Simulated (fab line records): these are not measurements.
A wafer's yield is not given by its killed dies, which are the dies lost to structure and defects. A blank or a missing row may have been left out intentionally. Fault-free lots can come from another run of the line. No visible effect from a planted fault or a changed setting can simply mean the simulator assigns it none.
fab line records ; flow sky130
record lots=6; wafers=18; last_day=50
route steps=708 shown FIELD_ISO@16 PAD_OPEN@708
lots that met no fault: taken from a fault-free run of the same line
start_h: hours from the record's opening day to when the first of the lot's shown wafers began ; wait_h: hours since the lot's step before ; " unchanged from the row above ; L1.1+2: several wafers, shown together as one row ; - either no value or no given start ; * or withheld: withheld ; < > ~ a bound
route shown NAME@n: names a module that has steps shown in the file, with the first one's number in the route ; usual: mean/standard deviation of fault-free wafers ; same: alike in all rows ; chamber/n: place in a boat ; sites: each site's reading ; _std_site: how widely they spread, as a standard deviation ; _edge_site: inner sites' mean taken away from outer sites' mean ; radius_mm: how far each site lies from the wafer's centre ; mask NAME#n: copy n ; behind: the tool/chamber that last shaped the wafer ; hold: why the lot went on hold/how many hours it stayed there/how the hold came to an end ; device: whichever transistor did not switch (one of n, p or np) ; end of line: tests of these same wafers at the route's end ; where a step has no rows: the recipe by itself ; killed: dies that structure and defects cost at the first sort, which is not the same as the wafer's yield ; map: the dies of a wafer, with x for killed, . for not killed, _ for no die there
set.NAME: the setting that was run; set.NAME@STEP: the one run at that earlier step ; model.NAME: the simulator's own value behind a step, which no gauge read
lots seen at some steps along the route; tables by step, rows by wafer
services: a tool's chamber out of use, with start hour (start_h, from the record's first day; less than 0 if before it), hours out, and reason
## steps
# step SKY_FIELD_ISO_ETCH_15
# recipe chemistry=CHF3/O2; target_depth_nm=180; stop_on=Si; source_w=600; bias_w=200; pressure_mtorr=40; chf3_flow_sccm=50; O2_flow_sccm=5; time_s=72
# usual drypump_motor_current_A=5.5/0.5; oes_product_au=0.947/0.0075; rf_fwd_power_W=595.6/2.3; throttle_valve_pct=8.844/0.0085
lot.wafer;tool;chamber;start_h;wait_h;drypump_motor_current_A;oes_product_au;rf_fwd_power_W;rf_hours_counter_h;throttle_valve_pct
L173.2;rie_diel-01;3;27.60;0.0;6.0;0.946;594.8;15;8.832
L173.3;rie_diel-01;1;27.60;0.0;6.0;0.937;596.4;76;8.847
L173.5;rie_diel-01;0;27.60;0.0;4.8;0.934;595.9;-;8.833
L177.1;rie_diel-01;1;49.50;0.0;6.0;0.950;596.6;76;8.844
L177.3;rie_diel-01;0;49.50;0.0;4.8;0.937;595.7;2;8.838
L177.4;rie_diel-01;2;49.50;0.0;5.0;0.932;596.6;3;8.843
L179.4;rie_diel-04;0;59.05;0.0;5.0;0.950;595.4;26;8.853
L179.5;rie_diel-04;0;59.05;0.0;5.0;0.951;595.5;-;8.849
L179.6;rie_diel-04;3;59.05;0.0;5.2;0.952;592.5;-;8.851
L180.1;rie_diel-04;2;64.98;0.0;5.2;0.946;597.1;100;8.849
L180.3;rie_diel-04;0;64.98;0.0;5.0;0.947;598.9;26;8.846
L180.6;rie_diel-04;0;64.98;0.0;5.0;0.949;600.3;-;8.852
L192.1;rie_diel-01;3;127.20;0.0;6.0;0.943;592.9;18;8.855
L192.2;rie_diel-01;0;127.20;0.0;4.8;0.944;596.4;5;8.832
L192.5;rie_diel-01;0;127.20;0.0;4.8;0.938;598.3;-;8.841
L193.2;rie_diel-01;3;132.90;0.0;6.0;0.943;595.6;18;8.849
L193.3;rie_diel-01;2;132.90;0.0;5.0;0.943;594.9;6;8.841
L193.4;rie_diel-01;1;132.90;0.0;6.0;0.952;591.0;78;8.854
# step SKY_FIELD_ISO_STRIP_16
# recipe chemistry=O2/N2; power_w=1400; pressure_mtorr=1500; platen_temp_c=withheld; o2_flow_sccm=3000; n2_flow_sccm=300; overash_fraction=0.5
# usual drypump_motor_current_A=5.3/0.34; n2_flow_sccm=300.2/0.89; o2_flow_sccm=3000/8.6; oes_product_au=0.378/0.0043; strip_time_to_endpoint_s=3.543/0.026
lot.wafer;tool;chamber;start_h;wait_h;drypump_motor_current_A;n2_flow_sccm;o2_flow_sccm;oes_product_au;rf_hours_counter_h;strip_time_to_endpoint_s
L173.2;plasma_asher-02;0;27.66;0.0;4.9;300.4;3003;0.377;32;3.578
L173.3;plasma_asher-02;1;27.66;0.0;5.6;298.9;2999;0.379;-;3.539
L173.5;plasma_asher-02;0;27.66;0.0;5.0;299.6;3002;0.378;-;3.543
L177.1;plasma_asher-02;1;49.56;0.0;5.6;300.7;3013;0.372;34;3.519
L177.3;plasma_asher-02;0;49.56;0.0;4.9;298.8;2997;0.373;-;3.556
L177.4;plasma_asher-02;1;49.56;0.0;5.6;299.5;3012;0.378;-;3.549
L179.4;plasma_asher-02;1;59.14;0.1;5.6;299.9;3000;0.373;-;3.523
L179.5;plasma_asher-02;0;59.14;0.1;5.0;302.2;2994;0.377;-;3.521
L179.6;plasma_asher-02;1;59.14;0.1;5.6;300.5;2994;0.376;-;3.570
L180.1;plasma_asher-03;0;65.03;0.0;5.5;299.7;2990;0.377;24;3.514
L180.3;plasma_asher-03;1;65.03;0.0;5.8;302.8;3000;0.372;-;3.489
L180.6;plasma_asher-03;1;65.03;0.0;5.7;301.3;2992;0.379;-;3.497
L192.1;plasma_asher-03;1;127.25;0.0;5.8;300.4;3002;0.380;30;3.541
L192.2;plasma_asher-03;0;127.25;0.0;5.5;300.4;3012;0.374;30;3.536
L192.5;plasma_asher-03;1;127.25;0.0;5.8;298.5;2999;0.381;-;3.547
L193.2;plasma_asher-02;0;132.95;0.0;5.0;300.6;3004;0.377;1;3.549
L193.3;plasma_asher-02;0;132.95;0.0;5.0;300.4;3014;0.373;-;3.524
L193.4;plasma_asher-02;1;132.95;0.0;5.6;300.9;2996;0.384;-;3.508
# step SKY_FIELD_ISO_ETCH_17
# recipe target_depth_a=3420; mask_material=Si3N4; chemistry=HBr/Cl2/O2; target=Si; taper_deg=5; icp_w=600; bias_w=150; pressure_mtorr=15; HBr_flow_sccm=150; Cl2_flow_sccm=40; O2_flow_sccm=6; time_s=97.7
# usual drypump_motor_current_A=5.79/0.26; oes_product_au=0.996/0.0082; rf_fwd_power_W=596.4/2; throttle_valve_pct=25.658/0.01
lot.wafer;tool;chamber;start_h;wait_h;drypump_motor_current_A;oes_product_au;rf_fwd_power_W;rf_hours_counter_h;throttle_valve_pct
L173.2;rie_si-02;1;27.76;0.1;5.67;0.984;596.9;130;25.677
L173.3;rie_si-02;0;27.76;0.1;5.65;0.975;592.0;92;25.673
L173.5;rie_si-02;1;27.76;0.1;5.67;0.979;595.1;-;25.660
L177.1;rie_si-02;0;49.66;0.1;5.67;0.994;596.1;92;25.651
L177.3;rie_si-02;3;49.66;0.1;5.64;0.986;598.3;21;25.651
L177.4;rie_si-02;1;49.66;0.1;5.67;1.005;600.9;130;25.656
L179.4;rie_si-02;0;59.21;0.0;5.66;0.989;597.6;92;25.668
L179.5;rie_si-02;2;59.21;0.0;5.93;1.007;596.7;-;25.636
L179.6;rie_si-02;1;59.21;0.0;5.66;0.991;598.4;-;25.657
L180.1;rie_si-02;1;65.13;0.1;5.69;0.990;596.9;131;25.667
L180.3;rie_si-02;3;65.13;0.1;5.65;0.972;596.3;21;25.681
L180.6;rie_si-02;1;65.13;0.1;5.67;0.988;595.8;-;25.653
L192.1;rie_si-01;2;127.35;0.1;5.96;1.001;597.9;52;25.671
L192.2;rie_si-01;1;127.35;0.1;5.32;1.001;594.5;49;25.662
L192.5;rie_si-01;2;127.35;0.1;5.94;1.003;596.5;-;25.664
L193.2;rie_si-01;3;133.05;0.1;6.15;1.002;599.3;88;25.667
L193.3;rie_si-01;0;133.05;0.1;6.08;0.986;595.1;31;25.655
L193.4;rie_si-01;1;133.05;0.1;5.29;0.990;592.8;49;25.657
# step SKY_FIELD_ISO_WET_ETCH_18
# recipe chemistry=H3PO4; target_depth_nm=25; temp_c=160; target=Si3N4; time_s=286
# step SKY_FIELD_ISO_CLEAN_19
# recipe chemistry=SC1/SC2; mix=1:4:20; temp_c=70; time_s=150
# step SKY_FIELD_ISO_CLEAN_20
# recipe chemistry=dHF; time_s=20; dilution=100:1
# step SKY_FIELD_ISO_WET_ETCH_21
# recipe chemistry=dHF; dilution=100:1; target_depth_nm=20; dry=ipa_marangoni; target=SiO2; temp_c=25; time_s=400
# step SKY_FIELD_ISO_OXIDATION_22
# recipe temp_c=950; ambient=O2; stabilise_s=600; purge_s=300; target_thk_a=100; ox_time_s=623
# step SKY_FIELD_ISO_THK_MEAS_23
# recipe reads=SiO2_of_FIELD_ISO_OXIDATION_22
# usual FIELD_ISO_OXIDATION_01_THK=10.04/0.19
lot.wafer;tool;chamber;start_h;wait_h;FIELD_ISO_OXIDATION_01_THK[nm]
L173.2;film_metro-03;-;29.28;0.0;10.28
L173.3;film_metro-03;-;29.28;0.0;10.25
L173.5;film_metro-03;-;29.28;0.0;10.14
L177.1;film_metro-03;-;51.53;0.0;9.80
L177.3;film_metro-03;-;51.53;0.0;9.69
L177.4;film_metro-03;-;51.53;0.0;9.65
L180.1;film_metro-03;-;66.78;0.0;10.05
L180.3;film_metro-03;-;66.78;0.0;10.11
L180.6;film_metro-03;-;66.78;0.0;10.22
L179.4;film_metro-01;-;66.81;0.0;10.08
L179.5;film_metro-01;-;66.81;0.0;10.19
L179.6;film_metro-01;-;66.81;0.0;10.11
L192.1;film_metro-03;-;129.15;0.0;9.87
L192.2;film_metro-03;-;129.15;0.0;9.97
L192.5;film_metro-03;-;129.15;0.0;10.06
L193.2;film_metro-03;-;137.34;0.0;10.02
L193.3;film_metro-03;-;137.34;0.0;10.01
L193.4;film_metro-03;-;137.34;0.0;10.03
# step SKY_FIELD_ISO_CVD_24
# recipe material=SiO2; target_thk_nm=595; temp_c=650; sigma_open_frac=0.3; time_s=99.2; sih4_flow_sccm=60; pressure_mtorr=6
# step SKY_FIELD_ISO_THK_MEAS_25
# recipe reads=SiO2_of_FIELD_ISO_CVD_24
# usual FIELD_ISO_CVD_24_THK=593/5.3
lot.wafer;tool;chamber;start_h;wait_h;FIELD_ISO_CVD_24_THK[nm]
L173.2;film_metro-01;-;29.41;0.0;599
L173.3;film_metro-01;-;29.41;0.0;593
L173.5;film_metro-01;-;29.41;0.0;602
L177.1;film_metro-01;-;51.66;0.0;596
L177.3;film_metro-01;-;51.66;0.0;592
L177.4;film_metro-01;-;51.66;0.0;593
L179.4;film_metro-03;-;66.94;0.0;602
L179.5;film_metro-03;-;66.94;0.0;603
L179.6;film_metro-03;-;66.94;0.0;599
L180.1;film_metro-01;-;66.98;0.0;586
L180.3;film_metro-01;-;66.98;0.0;591
L180.6;film_metro-01;-;66.98;0.0;600
L192.1;film_metro-04;-;129.28;0.0;585
L192.2;film_metro-04;-;129.28;0.0;591
L192.5;film_metro-04;-;129.28;0.0;582
L193.2;film_metro-04;-;137.47;0.0;590
L193.3;film_metro-04;-;137.47;0.0;589
L193.4;film_metro-04;-;137.47;0.0;594
# step SKY_FIELD_ISO_ANNEAL_26
# recipe temp_c=1000; time_s=1800; ambient=N2
# step SKY_FIELD_ISO_CMP_27
# recipe stop_on=Si3N4; t_overpolish_s=16; down_force_psi=4; platen_rpm=60; target_thk_nm=457.8; pad_velocity_m_s=0.94248
# usual edge_zone_pressure_frac=1.000/0.0048; head_pressure_psi=4.000/0.0091; motor_current_A=11.5/0.97; overpolish_run_s=16.000/0.0093; platen_rpm=60.01/0.036; time_to_endpoint_s=113/3.4
lot.wafer;tool;chamber;start_h;wait_h;edge_zone_pressure_frac;head_pressure_psi;motor_current_A;overpolish_run_s;platen_rpm;time_to_endpoint_s;model.SiO2_of_FIELD_ISO_CVD_24.thk_nm
L173.3;cmp-02;0;31.06;0.0;0.992;4.014;12.5;15.989;60.06;110;457.5
L173.2;cmp-02;1;31.06;0.0;0.998;4.010;11.0;16.008;59.97;113;457.8
L173.5;cmp-02;1;31.06;0.0;0.998;4.006;11.2;16.002;59.94;115;456.7
L177.4;cmp-02;0;54.48;0.1;1.005;3.999;12.8;16.013;60.01;112;457.5
L177.1;cmp-02;1;54.48;0.1;0.987;4.024;11.2;16.007;60.03;113;458.4
L177.3;cmp-02;2;54.48;0.1;0.997;4.015;12.3;16.019;60.05;119;458.1
L179.4;cmp-02;3;72.79;0.2;-;-;-;-;-;-;602.1
L179.6;cmp-02;0;72.79;0.2;-;-;-;-;-;-;599.3
L179.5;cmp-02;1;72.79;0.2;-;-;-;-;-;-;603.5
L180.1;cmp-01;2;72.81;0.2;-;-;-;-;-;-;586.2
L180.3;cmp-01;1;72.81;0.2;-;-;-;-;-;-;590.5
L180.6;cmp-01;3;72.81;0.2;-;-;-;-;-;-;599.9
L192.2;cmp-01;2;133.01;0.1;1.006;3.994;11.3;15.990;60.02;114;458.5
L192.1;cmp-01;3;133.01;0.1;0.998;3.992;11.6;15.999;60.04;111;457.1
L192.5;cmp-01;2;133.01;0.1;1.004;4.009;11.0;16.012;60.01;111;457.7
L193.2;cmp-02;2;141.59;0.0;0.998;3.990;12.2;15.997;59.97;117;459.8
L193.3;cmp-02;0;141.59;0.0;1.009;3.996;12.4;16.008;60.01;109;458.1
L193.4;cmp-02;1;141.59;0.0;1.000;3.999;11.0;16.011;60.05;116;457.9
# step SKY_FIELD_ISO_WET_ETCH_28
# recipe chemistry=dHF; target_depth_nm=23.7; target=SiO2; dilution=10:1; temp_c=25; time_s=47
# step SKY_FIELD_ISO_WET_ETCH_29
# recipe chemistry=H3PO4; target_depth_nm=160; target=Si3N4; temp_c=160; time_s=1825
# step SKY_FIELD_ISO_WET_ETCH_30
# recipe chemistry=dHF; target_depth_nm=25; target=SiO2; dilution=10:1; temp_c=25; time_s=50
# usual bath_heat_duty_pct=6.3/0.67
lot.wafer;tool;chamber;start_h;wait_h;bath_heat_duty_pct;model.SiO2_of_FIELD_ISO_CVD_24.thk_nm
L173.2;wet_bench-04;2;31.90;0.0;6.4;405
L173.3;wet_bench-04;2;31.90;0.0;6.2;404.7
L173.5;wet_bench-04;2;31.90;0.0;6.1;404.1
L177.1;wet_bench-03;0;55.26;0.0;6.2;406.5
L177.3;wet_bench-03;0;55.26;0.0;6.5;406
L177.4;wet_bench-03;0;55.26;0.0;6.2;405.4
L179.4;wet_bench-03;2;73.48;0.0;5.0;550.3
L179.5;wet_bench-03;2;73.48;0.0;5.4;551.7
L179.6;wet_bench-03;2;73.48;0.0;5.2;547.6
L180.1;wet_bench-03;2;73.65;0.0;6.5;533
L180.3;wet_bench-03;2;73.65;0.0;6.6;537.1
L180.6;wet_bench-03;2;73.65;0.0;5.7;546.5
L192.1;wet_bench-02;3;133.84;0.0;6.4;403.5
L192.2;wet_bench-02;3;133.84;0.0;6.5;404.9
L192.5;wet_bench-02;3;133.84;0.0;6.7;404.1
L193.2;wet_bench-02;2;142.42;0.0;6.4;407.9
L193.3;wet_bench-02;2;142.42;0.0;6.0;405.9
L193.4;wet_bench-02;2;142.42;0.0;6.5;405.6
# step SKY_PAD_OPEN_PROBE_99
# usual killed_at_M0_to_M3=44/7; killed_at_M4_up=3.0/1.9; killed_at_contacts=24/5.4; killed_at_front_end=15/4.6; killed_at_other=0.3/0.5; killed_dies=87/10; killed_on_rim=17/3.5; killed_open=47/7; killed_short=40/6.2
# same gross_dies=492; killed_at_back_side=0
lot.wafer;tool;chamber;start_h;wait_h;hold;killed_at_M0_to_M3;killed_at_M4_up;killed_at_contacts;killed_at_front_end;killed_at_other;killed_dies;killed_on_rim;killed_open;killed_short
L173.2;prober-02;-;1058.44;0.1;-;53;5;28;24;2;112;21;65;47
L173.3;prober-02;-;1058.49;0.2;-;48;3;21;19;0;91;15;51;40
L173.5;prober-02;-;1058.59;0.2;-;47;0;27;10;0;84;17;48;36
L177.1;prober-02;-;1109.01;0.1;-;45;1;13;13;0;72;17;34;38
L177.3;prober-02;-;1109.11;0.2;-;42;5;22;13;0;82;15;44;38
L177.4;prober-02;-;1109.16;0.2;-;44;1;26;8;0;79;13;41;38
L179.4;prober-02;-;1117.61;0.2;await_dispo/13.2h/scrap;31;3;28;429;1;492;96;35;43
L179.5;prober-02;-;1117.66;0.2;await_dispo/13.2h/scrap;36;5;22;429;0;492;96;43;44
L179.6;prober-02;-;1117.71;0.2;await_dispo/13.2h/scrap;45;7;29;411;0;492;96;46;53
L180.1;prober-01;-;1120.09;0.1;await_dispo/1.2h/scrap;35;0;25;432;0;492;96;45;32
L180.3;prober-01;-;1120.19;0.2;await_dispo/1.2h/scrap;65;4;20;401;2;492;96;56;49
L180.6;prober-01;-;1120.34;0.2;await_dispo/1.2h/scrap;49;4;28;411;0;492;96;54;41
L192.1;prober-02;-;1180.30;0.1;-;52;2;24;11;0;89;14;49;40
L192.2;prober-02;-;1180.35;0.1;-;40;2;29;11;1;83;13;51;32
L192.5;prober-02;-;1180.50;0.2;-;53;4;24;11;2;94;15;52;42
L193.2;prober-01;-;1193.15;0.1;-;51;0;27;20;0;98;14;56;42
L193.3;prober-01;-;1193.20;0.2;-;37;4;27;23;0;91;17;52;39
L193.4;prober-01;-;1193.25;0.2;-;54;2;22;23;0;101;16;46;55
# killed by level:class
L173.2 LI_CONTACT:geometric_particle:open=13 VIA2:geometric_particle:open=10 CONTACT:geometric_particle:open=9 VIA1:geometric_particle:open=8 POLY_GATE:geometric_particle:short=7 METAL3:geometric_particle:short=7 POLY_GATE:geometric_particle:open=6 VIA3:geometric_particle:open=6
L173.3 VIA1:geometric_particle:open=13 CONTACT:geometric_particle:open=8 FIELD_ISO:geometric_particle:short=6 POLY_GATE:geometric_particle:open=6 LI_CONTACT:geometric_particle:open=6 VIA3:geometric_particle:open=6 METAL1:geometric_particle:short=6 VIA2:geometric_particle:open=6
L173.5 VIA1:geometric_particle:open=10 CONTACT:geometric_particle:short=9 VIA3:geometric_particle:open=9 CONTACT:geometric_particle:open=8 LI_CONTACT:geometric_particle:open=7 VIA1:geometric_particle:short=6 METAL2:geometric_particle:short=6 VIA2:geometric_particle:open=5
L177.1 VIA1:geometric_particle:short=10 VIA1:geometric_particle:open=9 METAL1:geometric_particle:short=7 CONTACT:geometric_particle:open=5 VIA2:geometric_particle:open=5 VIA3:geometric_particle:short=5 FIELD_ISO:geometric_particle:open=4 FIELD_ISO:geometric_particle:short=4
L177.3 VIA1:geometric_particle:open=14 CONTACT:geometric_particle:open=8 METAL1:geometric_particle:short=7 FIELD_ISO:geometric_particle:short=5 LOCAL_INTERCONNECT:geometric_particle:short=5 VIA2:geometric_particle:open=5 LI_CONTACT:geometric_particle:open=4 CONTACT:geometric_particle:short=3
L177.4 VIA1:geometric_particle:open=10 CONTACT:geometric_particle:open=9 LI_CONTACT:geometric_particle:open=8 METAL3:geometric_particle:short=7 METAL1:geometric_particle:short=6 METAL2:geometric_particle:short=5 LOCAL_INTERCONNECT:geometric_particle:short=4 LI_CONTACT:geometric_particle:short=3
L179.4 FIELD_ISO:area_cmp=414 LI_CONTACT:geometric_particle:open=7 LOCAL_INTERCONNECT:geometric_particle:short=7 CONTACT:geometric_particle:open=6 FIELD_ISO:geometric_particle:short=5 POLY_GATE:geometric_particle:short=4 LI_CONTACT:geometric_particle:short=4 CONTACT:geometric_particle:short=4
L179.5 FIELD_ISO:area_cmp=405 METAL1:geometric_particle:short=11 POLY_GATE:geometric_particle:open=9 CONTACT:geometric_particle:short=8 VIA1:geometric_particle:open=8 CONTACT:geometric_particle:open=7 FIELD_ISO:geometric_particle:open=5 POLY_GATE:geometric_particle:short=4
L179.6 FIELD_ISO:area_cmp=393 CONTACT:geometric_particle:open=12 METAL1:geometric_particle:short=9 METAL2:geometric_particle:short=9 VIA1:geometric_particle:open=8 LOCAL_INTERCONNECT:geometric_particle:short=7 POLY_GATE:geometric_particle:open=5 LI_CONTACT:geometric_particle:open=5
L180.1 FIELD_ISO:area_cmp=415 CONTACT:geometric_particle:open=13 VIA1:geometric_particle:open=9 FIELD_ISO:geometric_particle:short=5 VIA3:geometric_particle:open=5 LI_CONTACT:geometric_particle:open=4 VIA2:geometric_particle:open=4 VIA2:geometric_particle:short=4
L180.3 FIELD_ISO:area_cmp=387 METAL1:geometric_particle:short=11 VIA1:geometric_particle:open=10 VIA3:geometric_particle:open=10 VIA1:geometric_particle:short=9 VIA2:geometric_particle:open=9 LI_CONTACT:geometric_particle:open=8 VIA3:geometric_particle:short=6
L180.6 FIELD_ISO:area_cmp=397 VIA3:geometric_particle:open=11 VIA1:geometric_particle:open=10 LI_CONTACT:geometric_particle:open=9 CONTACT:geometric_particle:open=8 METAL1:geometric_particle:short=5 VIA1:geometric_particle:short=5 SPACER:geometric_particle:short=4
L192.1 VIA1:geometric_particle:open=11 METAL2:geometric_particle:short=11 LI_CONTACT:geometric_particle:open=8 METAL1:geometric_particle:short=7 VIA2:geometric_particle:open=7 CONTACT:geometric_particle:short=6 CONTACT:geometric_particle:open=6 FIELD_ISO:geometric_particle:short=4
L192.2 LI_CONTACT:geometric_particle:open=11 VIA3:geometric_particle:open=10 CONTACT:geometric_particle:open=7 METAL1:geometric_particle:short=6 VIA1:geometric_particle:open=6 METAL2:geometric_particle:open=5 VIA2:geometric_particle:open=5 LOCAL_INTERCONNECT:geometric_particle:short=4
L192.5 VIA1:geometric_particle:open=14 CONTACT:geometric_particle:open=11 VIA1:geometric_particle:short=7 VIA3:geometric_particle:open=6 METAL1:geometric_particle:short=6 VIA2:geometric_particle:open=6 LI_CONTACT:geometric_particle:open=5 METAL2:geometric_particle:short=5
L193.2 LI_CONTACT:geometric_particle:open=9 VIA1:geometric_particle:open=9 CONTACT:geometric_particle:open=8 VIA3:geometric_particle:open=8 POLY_GATE:geometric_particle:open=7 VIA3:geometric_particle:short=6 METAL1:geometric_particle:short=6 CONTACT:geometric_particle:short=5
L193.3 CONTACT:geometric_particle:open=11 VIA1:geometric_particle:open=10 POLY_GATE:geometric_particle:open=8 LI_CONTACT:geometric_particle:open=7 METAL2:geometric_particle:short=5 FIELD_ISO:geometric_particle:short=4 VIA2:geometric_particle:short=4 CONTACT:geometric_particle:short=4
L193.4 VIA2:geometric_particle:open=11 VIA1:geometric_particle:open=11 FIELD_ISO:geometric_particle:short=9 METAL1:geometric_particle:short=8 METAL2:geometric_particle:short=7 CONTACT:geometric_particle:open=7 CONTACT:geometric_particle:short=5 POLY_GATE:geometric_particle:short=5
# map L179.4 (x killed, . not)
__________xxxxxxxxxx_________
________xxxxxxxxxxxxxx_______
______xxxxxxxxxxxxxxxxxx_____
_____xxxxxxxxxxxxxxxxxxxx____
____xxxxxxxxxxxxxxxxxxxxxx___
___xxxxxxxxxxxxxxxxxxxxxxxx__
__xxxxxxxxxxxxxxxxxxxxxxxxxx_
_xxxxxxxxxxxxxxxxxxxxxxxxxxxx
_xxxxxxxxxxxxxxxxxxxxxxxxxxxx
_xxxxxxxxxxxxxxxxxxxxxxxxxxxx
_xxxxxxxxxxxxxxxxxxxxxxxxxxxx
_xxxxxxxxxxxxxxxxxxxxxxxxxxxx
_xxxxxxxxxxxxxxxxxxxxxxxxxxxx
_xxxxxxxxxxxxxxxxxxxxxxxxxxxx
_xxxxxxxxxxxxxxxxxxxxxxxxxxxx
__xxxxxxxxxxxxxxxxxxxxxxxxxx_
___xxxxxxxxxxxxxxxxxxxxxxxx__
____xxxxxxxxxxxxxxxxxxxxxx___
_____xxxxxxxxxxxxxxxxxxxx____
______xxxxxxxxxxxxxxxxxx_____
________xxxxxxxxxxxxxx_______
__________xxxxxxxxxx_________
# map L180.1 (x killed, . not)
__________xxxxxxxxxx_________
________xxxxxxxxxxxxxx_______
______xxxxxxxxxxxxxxxxxx_____
_____xxxxxxxxxxxxxxxxxxxx____
____xxxxxxxxxxxxxxxxxxxxxx___
___xxxxxxxxxxxxxxxxxxxxxxxx__
__xxxxxxxxxxxxxxxxxxxxxxxxxx_
_xxxxxxxxxxxxxxxxxxxxxxxxxxxx
_xxxxxxxxxxxxxxxxxxxxxxxxxxxx
_xxxxxxxxxxxxxxxxxxxxxxxxxxxx
_xxxxxxxxxxxxxxxxxxxxxxxxxxxx
_xxxxxxxxxxxxxxxxxxxxxxxxxxxx
_xxxxxxxxxxxxxxxxxxxxxxxxxxxx
_xxxxxxxxxxxxxxxxxxxxxxxxxxxx
_xxxxxxxxxxxxxxxxxxxxxxxxxxxx
__xxxxxxxxxxxxxxxxxxxxxxxxxx_
___xxxxxxxxxxxxxxxxxxxxxxxx__
____xxxxxxxxxxxxxxxxxxxxxx___
_____xxxxxxxxxxxxxxxxxxxx____
______xxxxxxxxxxxxxxxxxx_____
________xxxxxxxxxxxxxx_______
__________xxxxxxxxxx_________
## services
tool;chamber;start_h;hours;kind
cmp-01;-;8.40;6.4;pm
plasma_asher-03;-;39.18;21.1;pm
cmp-01;-;44.63;2.7;repair
plasma_asher-02;-;46.81;0.9;repair
cmp-02;-;48.36;3.8;repair
plasma_asher-03;-;62.46;0.8;repair
plasma_asher-02;-;62.61;1.7;repair
cmp-02;-;63.73;3.8;repair
cmp-01;-;64.00;4.0;pm
cmp-01;-;68.00;4.8;pm
wet_bench-02;-;73.77;4.4;pm
rie_si-01;2;75.24;11.0;repair
rie_diel-04;2;83.13;2.0;repair
cmp-02;-;87.43;0.2;repair
cmp-02;-;88.11;2.0;repair
rie_diel-01;1;89.90;21.9;repair
cmp-01;-;90.14;10.9;pm
rie_diel-01;0;94.48;4.5;repair
rie_diel-01;2;97.44;4.8;repair
wet_bench-02;-;107.27;1.9;pm
plasma_asher-02;-;108.75;9.0;pm
rie_si-02;0;119.98;8.4;repair
rie_diel-04;1;120.65;3.1;repair
rie_diel-04;3;123.55;1.4;repair
## key
first_sign step=SKY_FIELD_ISO_CMP_27; reading=tool_record; direction=missing
effect step=SKY_PAD_OPEN_PROBE_99; reading=killed_at_front_end; direction=up; sigmas=87; usual=15; struck=419
model_effect step=SKY_FIELD_ISO_CMP_27; value=SiO2_of_FIELD_ISO_CVD_24.thk_nm; without=458.4; struck=596.9
model_effect step=SKY_FIELD_ISO_WET_ETCH_30; value=SiO2_of_FIELD_ISO_CVD_24.thk_nm; without=405.8; struck=544.4
more_kills_born_at SKY_FIELD_ISO_CMP_27@cmp-02=1212; SKY_FIELD_ISO_CMP_27@cmp-01=1199
met_at SKY_FIELD_ISO_CMP_27
struck_wafers L179.4,L179.5,L179.6,L180.1,L180.3,L180.6
later_rows_left_out L179.4,L179.5,L179.6,L180.1,L180.3,L180.6
tester_left_out L179,L180
onset_between 54.48 72.79
fault kind=skipped_step_whole; tool=cmp-01,cmp-02; chamber=-; onset_h=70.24; steps=SKY_FIELD_ISO_CMP_27; scope=struck_lots_only
# tester_left_out: of these lots the tester's yield and bins aren't shown, on N5 and GAA mostly nor the transistor test; their killed dies are dies lost to structure and defects alone, not to doping, threshold or leakage, so they don't give the yield
# later_rows_left_out: the simulator's readings of these wafers behind a module that went badly wrong aren't trusted and aren't shown, but for the sort
